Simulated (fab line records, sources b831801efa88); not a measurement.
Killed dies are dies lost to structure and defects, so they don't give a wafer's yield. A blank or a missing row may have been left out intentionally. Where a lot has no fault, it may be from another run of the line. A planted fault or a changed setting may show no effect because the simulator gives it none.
Which of the tools did it? | flow gf180mcu | 17 wafers from 6 lots sampled at 4 of the route's 602 steps

WHAT THE GAUGES SHOWED, per wafer
GF_V5_RS_MEAS_24: measurement is done with a four-point probe.
lot  | measured     | on            | V5_W_RS (ohm/sq)
L879 | day 28 04:59 | film-metro-01 | 0.327 0.317 0.326
L884 | day 28 08:16 | film-metro-01 | 0.333 0.322 0.320
L887 | day 29 03:34 | film-metro-04 | 0.328 0.330 0.332
L892 | day 30 17:20 | film-metro-04 | 0.327 0.551
L895 | day 31 13:46 | film-metro-04 | 0.322 0.317 0.318
L902 | day 33 06:22 | film-metro-01 | 0.323 0.326 0.321

WHAT TOOL EACH LOT RAN ON (gives the tool, then ch and the chambers of the sampled wafers, and finally the start)
lot  | GF_MIM_SPUTTER_09            | GF_V5_ETCH_17                                 | GF_V5_CVD_23
L879 | pvd-sputter-03, day 25 07:34 | rie-diel-01 ch 0,2, day 28 04:52 or earlier   | cvd-w-02 ch 0,1, day 28 04:52
L884 | pvd-sputter-04, day 25 11:46 | rie-diel-02 ch 1,2,3, day 28 08:09 or earlier | cvd-w-02 ch 0,1, day 28 08:09
L887 | pvd-sputter-04, day 26 07:16 | rie-diel-01 ch 0,1,3, day 29 03:20 or earlier | cvd-w-01 ch 0, day 29 03:20
L892 | pvd-sputter-03, day 28 02:26 | rie-diel-01 ch 1,3, day 30 17:13 or earlier   | cvd-w-01 ch 0, day 30 17:13
L895 | pvd-sputter-03, day 29 03:07 | rie-diel-04 ch 0,2, day 31 13:40 or earlier   | cvd-w-02 ch 0,1, day 31 13:40
L902 | pvd-sputter-03, day 31 04:16 | rie-diel-04 ch 2,3, day 33 06:15 or earlier   | cvd-w-02 ch 0,1, day 33 06:15
- GF_MIM_SPUTTER_09: material TiN, target thk 35 nm, time 29.2 s.
- GF_V5_ETCH_17: etches SiO2 in C4F8/O2/Ar, stops on TiN, target depth 855 nm.
- GF_V5_CVD_23: deposits W, target thk 350 nm, time 104.9 s.

THE ANSWER, worked out from the rows above alone
Rule: what is usual is taken from the lots themselves. The widest of any qualifying gaps counts: lots, ordered by their means at a reading, are off when they make up no more than a third of the lots, leave a main group of 4 or more, and stand apart from it by 3 or more times the standard deviation of that group's means. A main group is skipped when, at the precision printed for the reading in the tables above, its means are all equal. Also off: a lot with no number at a reading for which 4 or more lots have one. Where the step has rows for the other lots, those lots are counted as sound.
Off: L892, at GF_V5_RS_MEAS_24 (V5_W_RS). Mean 0.324 ohm/sq and standard deviation 0.0035 in the main group.
If a tool, at a process step before that reading, ran all the lots that are off and no sound lot after the first of them, it fits. Gauges at GF_V5_RS_MEAS_24: tried the same way as those tools. GF_V5_ETCH_17: start missing for some lots; hours and lot order therefore follow GF_V5_CVD_23. Can't be told from this: 2 tools fit, rie-diel-01 at GF_V5_ETCH_17, cvd-w-01 at GF_V5_CVD_23.

WHAT HAD BEEN PUT IN BY THE SIMULATOR
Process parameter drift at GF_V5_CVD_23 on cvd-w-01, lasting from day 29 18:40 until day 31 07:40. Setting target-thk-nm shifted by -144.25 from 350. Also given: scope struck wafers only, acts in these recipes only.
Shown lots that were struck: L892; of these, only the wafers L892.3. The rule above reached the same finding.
